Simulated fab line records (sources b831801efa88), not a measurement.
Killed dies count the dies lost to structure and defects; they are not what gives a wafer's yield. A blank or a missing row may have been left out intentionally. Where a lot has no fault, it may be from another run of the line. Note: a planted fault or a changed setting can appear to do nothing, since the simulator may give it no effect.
Which tool did it?    flow sky130    Sampling: 15 lots, 43 wafers, 4 of 708 route steps

== WHAT EACH GAUGE READ, for each wafer ==
SKY_SONOS_ONO_CD_MEAS_13: target cd 410 nm. Usual: cd-nm reads 410.2 nm (standard deviation 2.3).
lot   measured      on         cd-nm (nm)         flag
L847  day 12 22:34  cd-sem-01  411.3 410.0 408.9  
L849  day 13 15:16  cd-sem-01  412.0 409.4 410.8  
L850  day 13 16:49  cd-sem-01  412.1 411.2 410.0  
L852  day 14 07:17  cd-sem-01  408.9 407.8 409.8  
L854  day 15 02:40  cd-sem-01  410.0 407.3 407.6  
L855  day 15 06:35  cd-sem-01  414.7 410.9 410.0  
L856  day 15 12:46  cd-sem-01  413.8 354.0 414.5  OFF
L857  day 15 21:43  cd-sem-01  413.3 411.5 412.9  
L858  day 16 08:05  cd-sem-02  351.5 407.8        OFF
L860  day 16 22:37  cd-sem-02  344.4 408.9        OFF
L861  day 17 08:31  cd-sem-01  405.5 404.3 406.7  
L867  day 19 07:43  cd-sem-01  411.4 411.6 411.2  
L868  day 19 17:40  cd-sem-01  408.6 410.9 408.5  
L869  day 20 05:37  cd-sem-02  408.9 409.5 411.4  
L870  day 20 14:49  cd-sem-01  414.0 413.3 414.5  

SKY_VIA1_THK_MEAS_01. Usual: VIA1_HDPCVD_THK 1025 nm, standard deviation 8.8.
lot   measured      on             VIA1_HDPCVD_THK (nm)  flag
L847  day 33 03:38  film-metro-03  1016 1033 1027        
L849  day 33 18:39  film-metro-01  1035 1040 1033        
L850  day 33 20:18  film-metro-01  1021 1020 1001        
L852  day 34 13:29  film-metro-03  1021 1025 1006        
L854  day 35 10:26  film-metro-01  1024 1022 1019        
L855  day 35 16:17  film-metro-01  1013 1031 1024        
L856  day 35 17:27  film-metro-03  1023 1031 1027        
L857  day 36 03:33  film-metro-03  1015 1029 1018        
L858  day 36 06:50  film-metro-04  1025 1011             
L860  day 36 22:08  film-metro-04  1027 1036             
L861  day 37 06:19  film-metro-01  1027 1029 1036        
L867  day 39 02:55  film-metro-04  1022 1040 1025        
L868  day 39 06:41  film-metro-04  1032 1018 1027        
L869  day 39 15:06  film-metro-03  1030 1016 1032        
L870  day 39 20:40  film-metro-04  1037 1022 1029        

SKY_VIA1_BOW_MEAS_03. Usual: VIA1_BOW 80 um, standard deviation 6.6.
lot   measured      on             VIA1_BOW (um)  flag
L847  day 33 04:00  film-metro-03  85 73 71       
L849  day 33 19:14  film-metro-03  68 85 79       
L850  day 33 20:40  film-metro-04  81 85 75       
L852  day 34 13:52  film-metro-01  87 84 77       
L854  day 35 10:49  film-metro-04  81 72 69       
L855  day 35 16:39  film-metro-04  73 80 80       
L856  day 35 17:49  film-metro-03  93 83 83       
L857  day 36 03:55  film-metro-03  81 86 83       
L858  day 36 07:12  film-metro-03  95 90          
L860  day 36 22:32  film-metro-04  80 79          
L861  day 37 06:43  film-metro-03  87 82 89       
L867  day 39 03:16  film-metro-03  75 75 79       
L868  day 39 07:02  film-metro-04  82 79 76       
L869  day 39 15:29  film-metro-04  82 81 87       
L870  day 39 21:02  film-metro-04  76 88 81       

== TOOL THAT RAN EACH LOT (tool first, then ch and the chambers of the sampled wafers, then the start) ==
lot   SKY_SONOS_ONO_EXPOSE_10
L847  iline-stepper-02 ch 0, day 12 10:58
L849  iline-stepper-02 ch 0, day 13 02:52
L850  iline-stepper-01 ch 0, day 13 04:36
L852  iline-stepper-02 ch 0, day 13 18:04
L854  iline-stepper-02 ch 0, day 14 13:38
L855  iline-stepper-02 ch 0, day 14 17:02
L856  iline-stepper-02 ch 0, day 15 00:10
L857  iline-stepper-01 ch 0, day 15 09:03
L858  iline-stepper-02 ch 0, day 15 17:52
L860  iline-stepper-02 ch 0, day 16 07:55
L861  iline-stepper-01 ch 0, day 16 17:55
L867  iline-stepper-01 ch 0, day 18 16:31
L868  iline-stepper-01 ch 0, day 19 02:49
L869  iline-stepper-01 ch 0, day 19 14:17
L870  iline-stepper-02 ch 0, day 19 23:55
- SKY_SONOS_ONO_EXPOSE_10: exposes mask ONOM, target cd 410 nm.

== WHAT THE TOOLS THEMSELVES READ (means of the sampled wafers that have a number; where no wafer has one, the mark that the record gives instead) ==
SKY_SONOS_ONO_EXPOSE_10. Usual: exposure-dose-mJ-cm2 reads 149.93 (standard deviation 0.14).
lot   tool              exposure-dose-mJ-cm2  flag
L847  iline-stepper-02  149.85                
L849  iline-stepper-02  149.87                
L850  iline-stepper-01  149.96                
L852  iline-stepper-02  149.97                
L854  iline-stepper-02  149.94                
L855  iline-stepper-02  149.90                
L856  iline-stepper-02  150.02                
L857  iline-stepper-01  149.96                
L858  iline-stepper-02  150.10                
L860  iline-stepper-02  149.82                
L861  iline-stepper-01  150.21                
L867  iline-stepper-01  149.73                
L868  iline-stepper-01  149.91                
L869  iline-stepper-01  149.87                
L870  iline-stepper-02  149.74                

== THE ANSWER, worked out from the rows above alone ==
Rule: a lot counts as off when the mean over its wafers that have a number is more than 3 standard deviations away from the usual mean. A lot without any number at a reading at which 4 lots or more have one is off too. Any other lot the step has rows for is counted as sound. Order of review: gauges by route order, followed by the tools' own readings, for which a lot's mean as printed above is used. The first step at which some lot is off is used, and at that step the reading that is off furthest; a lot without a number counts as furthest.
Off: L856, L858, L860 (SKY_SONOS_ONO_CD_MEAS_13, cd-nm).
A tool fits if, at a process step before that reading, it ran every lot that is off, and no sound lot after the first of them. Those tools and the gauges at SKY_SONOS_ONO_CD_MEAS_13 are tried in the same way. Not one of the candidates tried fits.

== WHAT HAD BEEN PUT IN BY THE SIMULATOR ==
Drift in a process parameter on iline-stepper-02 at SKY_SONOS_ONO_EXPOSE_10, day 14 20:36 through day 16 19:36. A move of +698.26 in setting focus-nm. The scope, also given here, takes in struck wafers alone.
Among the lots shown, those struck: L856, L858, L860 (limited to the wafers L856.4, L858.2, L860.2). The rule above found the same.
